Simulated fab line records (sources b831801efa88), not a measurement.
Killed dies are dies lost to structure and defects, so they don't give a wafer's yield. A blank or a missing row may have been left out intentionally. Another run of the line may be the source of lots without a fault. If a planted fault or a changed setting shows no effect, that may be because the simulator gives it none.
Chamber matching | flow sky130 | 4 sister chambers for SKY_LI_CONTACT_ETCH_14 on rie_diel-01
The step etches BARC in N2/H2, stops on SiO2, time 45.9 s, target depth 60 nm. 24 wafers are shown with their chamber, then 12 later ones without.

WAFERS PAIRED WITH THEIR CHAMBERS
wafer  | chamber | drypump_motor_current_A (A) | throttle_valve_pct (%) | oes_product_au (a.u.)
L076.2 | 1       | 4.6                         | 13.233                 | 0.849
L076.3 | 3       | 5.3                         | 13.213                 | 0.858
L076.4 | 2       | 5.4                         | 13.231                 | 0.852
L079.1 | 3       | 5.4                         | 13.225                 | 0.853
L079.2 | 0       | 6.5                         | 13.215                 | 0.852
L079.5 | 3       | 5.3                         | 13.222                 | 0.849
L082.1 | 0       | 6.5                         | 13.216                 | 0.854
L082.2 | 3       | 5.3                         | 13.213                 | 0.854
L082.3 | 2       | 5.4                         | 13.220                 | 0.858
L082.4 | 2       | 5.3                         | 13.249                 | 0.848
L082.5 | 3       | 5.3                         | 13.215                 | 0.859
L082.6 | 0       | 6.5                         | 13.216                 | 0.852
L083.1 | 1       | 4.7                         | 13.227                 | 0.859
L083.2 | 2       | 5.4                         | 13.236                 | 0.855
L083.6 | 0       | 6.5                         | 13.217                 | 0.849
L084.1 | 1       | 4.7                         | 13.203                 | 0.852
L084.2 | 2       | 5.4                         | 13.208                 | 0.855
L084.4 | 1       | 4.6                         | 13.249                 | 0.853
L086.3 | 0       | 6.5                         | 13.215                 | 0.853
L086.4 | 1       | 4.7                         | 13.223                 | 0.853
L086.5 | 3       | 5.3                         | 13.222                 | 0.840
L087.1 | 0       | 6.5                         | 13.215                 | 0.856
L087.3 | 1       | 4.7                         | 13.203                 | 0.848
L087.5 | 1       | 4.6                         | 13.213                 | 0.849

SIGNATURES, as means of the wafers listed above
reading                 | chamber 0 | chamber 1 | chamber 2 | chamber 3 | scatter within a chamber
drypump_motor_current_A | 6.500     | 4.657     | 5.380     | 5.317     | 0.0409
throttle_valve_pct      | 13.21567  | 13.22157  | 13.22880  | 13.21833  | 0.0118
oes_product_au          | 0.85267   | 0.85186   | 0.85360   | 0.85217   | 0.00454
Rule: for a wafer and a chamber, the distance is found by dividing, reading by reading, the gap between the wafer's reading and the chamber's mean by the reading's scatter, squaring, summing and taking the root. The wafer belongs to the nearest chamber; if the next one is less than 2 further off, it can't be placed. How the scatter is found: for the shown wafers, subtract from each reading the mean of its chamber, square and add these, divide the total by (wafers less chambers), then take the root.

WAFERS WITH NO CHAMBER GIVEN
wafer  | drypump_motor_current_A (A) | throttle_valve_pct (%) | oes_product_au (a.u.)
L089.1 | 4.7                         | 13.230                 | 0.845
L089.2 | 5.3                         | 13.228                 | 0.854
L089.3 | 5.3                         | 13.236                 | 0.850
L089.4 | 6.5                         | 13.237                 | 0.845
L089.5 | 6.5                         | 13.226                 | 0.852
L089.6 | 5.3                         | 13.238                 | 0.842
L094.2 | 6.5                         | 13.217                 | 0.855
L094.4 | 5.3                         | 13.221                 | 0.860
L094.6 | 5.3                         | 13.212                 | 0.853
L096.1 | 4.6                         | 13.223                 | 0.859
L096.3 | 5.3                         | 13.219                 | 0.858
L096.5 | 4.7                         | 13.231                 | 0.855

EACH ONE'S CHAMBER
wafer  | from the rows above     | in truth
L089.1 | 1                       | 1
L089.2 | can't be placed: 3 or 2 | 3
L089.3 | can't be placed: 3 or 2 | 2
L089.4 | 0                       | 0
L089.5 | 0                       | 0
L089.6 | can't be placed: 3 or 2 | 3
L094.2 | 0                       | 0
L094.4 | can't be placed: 3 or 2 | 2
L094.6 | can't be placed: 3 or 2 | 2
L096.1 | 1                       | 1
L096.3 | can't be placed: 3 or 2 | 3
L096.5 | 1                       | 1
Correctly placed: 6 of 12. Unplaceable from these rows: 6, with the true chamber sitting among the candidates in 6. 0 placed wrongly.
